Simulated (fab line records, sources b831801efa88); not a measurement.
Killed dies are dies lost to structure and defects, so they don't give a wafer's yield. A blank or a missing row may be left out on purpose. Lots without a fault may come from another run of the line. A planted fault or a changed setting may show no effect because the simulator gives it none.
Which tool did it? | flow sky130 | 6 lots, 18 wafers sampled, at 2 steps of a route of 708

WHAT THE GAUGES READ, wafer by wafer
SKY_PWDE_TW_MEAS_10.
lot  | measured    | on            | PWDE_TW
L964 | day 4 06:17 | film_metro-01 | 372.7 371.5 375.6
L966 | day 4 20:26 | film_metro-01 | 370.9 372.3 372.0
L976 | day 7 04:33 | film_metro-01 | 392.3 391.8 395.0
L979 | day 7 20:42 | film_metro-01 | 373.1 372.8 373.8
L981 | day 8 15:14 | film_metro-01 | 372.6 373.3 371.7
L984 | day 9 01:05 | film_metro-04 | 372.6 372.7 371.9

WHICH TOOL RAN EACH LOT (tool, then ch and the chambers of the sampled wafers, then the start)
lot  | SKY_PWDE_IMPLANT_08
L964 | implanter-01 ch 0, day 4 06:04
L966 | implanter-02 ch 0, day 4 20:13
L976 | implanter-01 ch 0, day 7 04:18
L979 | implanter-02 ch 0, day 7 20:27
L981 | implanter-04 ch 0, day 8 15:01
L984 | implanter-02 ch 0, day 9 00:52
- SKY_PWDE_IMPLANT_08

THE ANSWER, worked out from the rows above alone
Rule: what is usual is taken from the lots themselves. Put in order of their means at a reading, lots are off if they are a third of the lots or fewer, leave a main group of 4 or more, and stand apart from it by a gap of 3 or more times the standard deviation of the main group's means; of several such gaps the widest counts. A main group whose means are all the same, to the digits that the tables above print for the reading, isn't used. A lot without any number at a reading at which 4 lots or more have one is off too. The other lots that the step has rows for count as sound.
Off: L976, at SKY_PWDE_TW_MEAS_10 (PWDE_TW). The main group: mean 372.6, standard deviation 0.57.
A tool fits if, at a process step before that reading, it ran every lot that is off, and no sound lot after the first of them. The gauges at SKY_PWDE_TW_MEAS_10 are tried like those tools. One fits: implanter-01 at SKY_PWDE_IMPLANT_08. Its last sound lot is L964 (day 4 06:04), its first lot that is off L976 (day 7 04:18): a fault that began between those two fits.

WHAT THE SIMULATOR HAD PUT IN
Process parameter drift: implanter-01, from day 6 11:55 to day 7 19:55, at SKY_PWDE_IMPLANT_08. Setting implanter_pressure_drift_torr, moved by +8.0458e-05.
Process parameter drift: implanter-01, from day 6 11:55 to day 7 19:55, at SKY_PWDE_IMPLANT_08. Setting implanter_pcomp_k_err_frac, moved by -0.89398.
Lots struck among those shown: L976. The rule above found the same.
